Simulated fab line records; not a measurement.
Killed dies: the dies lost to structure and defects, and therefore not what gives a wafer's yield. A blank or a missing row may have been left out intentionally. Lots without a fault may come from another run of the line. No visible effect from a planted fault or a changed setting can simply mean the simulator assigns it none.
A single fault, viewed from 2 desks | flow sky130 | each desk has only its own numbers; what lay behind them comes last

AT THE METROLOGY DESK
Means of the sampled wafers that have a number, per lot and without regard to the tool the lot ran on: this is what the gauges read. If a lot's mean is further than 4 standard deviations from the usual mean, the lot is out of limits and carries the mark OUT (the distance appears in the brackets).
Columns: A = VIA4_HDPCVD_THK at SKY_VIA4_THK_MEAS_01, usual 1760 nm
lot  | first seen here | A
L769 | day 42 18:02    | 1760
L770 | day 43 01:02    | 1764
L773 | day 43 03:14    | 1770
L774 | day 43 04:08    | 1747
L779 | day 44 13:43    | 1754
L781 | day 45 04:35    | 1749
L783 | day 45 08:43    | 1744
L784 | day 45 14:19    | 1772
L785 | day 46 06:12    | 1749
L787 | day 47 04:33    | 1763
L791 | day 47 10:06    | 1749
Result from this desk: across the 11 lots, nothing is out of limits.

FOR THE TOOL OWNER'S DESK: rieMetal-01
The tool's own readings at SKY_METAL4_ETCH_16 (etches BARC in N2/H2, stops on SiO2, time 88.2 s, target depth 60 nm): means of the sampled wafers that have a number, for each lot that ran on this tool. If a lot's mean is further than 4 standard deviations from the usual mean, the lot is out of limits and carries the mark OUT (the distance appears in the brackets).
Columns: A = drypumpMotorCurrentA at SKY_METAL4_ETCH_16, usual 5.9 A; B = n2FlowSccm at SKY_METAL4_ETCH_16, usual 100.01 sccm; C = oesProductAu at SKY_METAL4_ETCH_16, usual 0.625 a.u.; D = runLengthS at SKY_METAL4_ETCH_16, usual 116.8 s; E = throttleValvePct at SKY_METAL4_ETCH_16, usual 13.205 %
lot  | first seen here | A   | B      | C                | D               | E
L773 | day 43 02:03    | 6.0 | 100.17 | 0.622            | 116.5           | 13.202
L774 | day 43 02:58    | 6.0 | 99.59  | 0.619            | 116.5           | 13.210
L779 | day 44 12:38    | 6.3 | 99.68  | 0.574 (-11) OUT  | 138.5 (+52) OUT | 13.203
L781 | day 45 03:29    | 6.3 | 99.62  | 0.581 (-9.9) OUT | 138.6 (+52) OUT | 13.200
This desk's verdict: out of limits on L779, L781, starting with L779 at day 44 12:38 (oesProductAu at SKY_METAL4_ETCH_16). Within limits: L773, L774.

PUT TOGETHER
At day 44 12:38, on L779, L781, the tool owner's desk was in a position to raise an alarm.
Nothing out of limits was seen by the metrology desk.
The metrology desk has L779, L781 on record, within its limits.
Of the lots named, all ran SKY_METAL4_ETCH_16 on rieMetal-01.

WHAT THE SIMULATOR HAD INSERTED
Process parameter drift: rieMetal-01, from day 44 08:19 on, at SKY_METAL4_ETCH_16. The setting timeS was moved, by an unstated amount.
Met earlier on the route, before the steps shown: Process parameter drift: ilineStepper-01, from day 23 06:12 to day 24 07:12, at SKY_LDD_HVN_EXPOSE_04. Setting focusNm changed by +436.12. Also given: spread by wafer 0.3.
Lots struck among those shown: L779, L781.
Delay in hours, fault start to first out-of-limits reading, by desk: the tool owner's desk at 4.
